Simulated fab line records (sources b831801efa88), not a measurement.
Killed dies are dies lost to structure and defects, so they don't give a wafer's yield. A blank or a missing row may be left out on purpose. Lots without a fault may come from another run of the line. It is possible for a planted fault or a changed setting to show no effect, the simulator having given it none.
Which tool did it?	flow sky130	6 lots with 18 wafers sampled at 2 steps, on a route of 708 steps

== WHAT THE GAUGES SHOWED, per wafer ==
SKY_METAL4_OVL_MEAS_14.
lot	measured	on	METAL4_OVL (nm)
L187	day 43 02:54	overlay-02	0 5 -6
L190	day 43 12:54	overlay-01	-4 0 0
L196	day 46 17:54	overlay-01	7 4 -2
L199	day 46 19:02	overlay-02	-10 0 -4
L202	day 46 22:22	overlay-01	5 6 0
L204	day 48 03:52	overlay-01	0 -1 4

== WHAT TOOL EACH LOT RAN ON (gives the tool, then ch and the chambers of the sampled wafers, and finally the start) ==
lot	SKY_POLY_GATE_CVD_00
L187	lpcvd-01 ch 1, day 15 10:28
L190	lpcvd-01 ch 0, day 16 01:03
L196	lpcvd-01 ch 1, day 20 06:46
L199	lpcvd-01 ch 1, day 20 09:08
L202	lpcvd-01 ch 1, day 20 17:20
L204	lpcvd-01 ch 0, day 21 10:46
- SKY_POLY_GATE_CVD_00: deposits poly-Si, target thk 180 nm, time 720 s.

== THE ANSWER, worked out from the rows above alone ==
Rule: usual is defined by the lots themselves. Put in order of their means at a reading, lots are off if they are a third of the lots or fewer, leave a main group of 4 or more, and stand apart from it by a gap of 3 or more times the standard deviation of the main group's means; of several such gaps the widest counts. If all means in a main group match to the digits the tables above print for the reading, that group is not used. A lot without any number at a reading at which 4 lots or more have one is off too. All remaining lots with rows at the step are treated as sound.
Nothing can be told from this: no lot is off at any reading shown.

== WHAT THE SIMULATOR HAD INSERTED ==
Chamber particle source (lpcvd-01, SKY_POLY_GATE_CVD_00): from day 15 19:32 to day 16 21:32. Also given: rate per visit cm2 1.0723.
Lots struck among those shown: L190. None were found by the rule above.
